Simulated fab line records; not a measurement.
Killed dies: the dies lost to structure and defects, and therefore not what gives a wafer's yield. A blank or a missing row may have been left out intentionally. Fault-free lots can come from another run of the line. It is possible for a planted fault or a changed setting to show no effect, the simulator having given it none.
Problem report, 8D (eight disciplines) form, completed by code :: flow gf180mcu :: the parts of the form that need people (team, actions taken, sign-off) are left out

## 1. WHAT WENT WRONG
MVPSD_TW at GF_MVPSD_TW_MEAS_11 reads a mean of 317 on 6 wafers of 2 lots; wafers without a fault read 553 with a standard deviation of 4. Measured from the usual mean, that is -59 standard deviations.
First seen on wafer L856.3, day 9 15:58, on film_metro-01. At this step, 42 wafers from 14 lots have a number in the record. By rule, "out" or "out of limits" means more than 4 standard deviations away from the usual mean. Any other wafer with a number is counted as sound.

## 2. WHAT IT IS AND WHAT IT IS NOT
question: which readings at this step
is: MVPSD_TW
is not: -

question: which lots
is: L856, L857
is not: L838, L839, L840, L841, L842, L843, L844, L851, L858, L859, L860, L861

question: which wafers of those lots
is: all that have a number
is not: -

question: read on which gauges
is: film_metro-01
is not: film_metro-02, film_metro-04

question: when
is: from day 9 15:58
is not: up to then (24 sound wafers); but 12 sound wafers of L858, L859, L860, L861 came after

## 3. SUSPECTS, AND WHAT RULES EACH OUT
Counting: a tool at a process step up to the reading stays a suspect if it ran every lot that is out and no sound lot after the first of them.
- the gauge at GF_MVPSD_TW_MEAS_11: kept. All the wafers that are out were read on film_metro-01, and no step on other tools shows them out.
- implanter-01 at GF_MVPSD_IMPLANT_08: ruled out as a lasting fault. Sound lots L858, L859 ran on it after its first lot that is out, L856 (day 9 15:35).
After counting, what remains is film_metro-01 at GF_MVPSD_TW_MEAS_11.

## 4. THE CAUSE (what the simulator had put in)
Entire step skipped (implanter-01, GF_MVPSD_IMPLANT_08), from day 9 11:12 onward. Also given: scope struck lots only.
Counting ruled it out, wrongly: the rule takes a fault to strike every lot that its tool runs from its start on, and this one did not.

## 5. THE CHAIN OF EFFECTS, in route order
One row per reading whose mean, taken over the struck wafers that have a number, lies over 3 standard deviations from the usual. Only readings whose record carries a usual standard deviation are examined. hours: median over the lots of the time between each lot's start at the first step of this table that gives one and its start at this step. sigmas: the change, counted in usual standard deviations.
hours: 0
step: GF_MVPSD_TW_MEAS_11
reading: MVPSD_TW
usual: 553
on struck wafers: 317
change: -236
sigmas: -59
Readings that are blank on the struck wafers while sound wafers have them: beam_energy_keV at GF_MVPSD_IMPLANT_08; beam_on_s at GF_MVPSD_IMPLANT_08.

## 6. HOW IT WOULD HAVE BEEN CAUGHT EARLIER
Counted from the fault's start at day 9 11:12, it took 5 hours until the first out-of-limits reading at a measuring or inspecting step in this record, taken at day 9 15:58.
At GF_MVPSD_IMPLANT_08 the tool's readings are blank on the struck wafers, where sound wafers have them: an empty tool record is the first sign, and it was there at once.
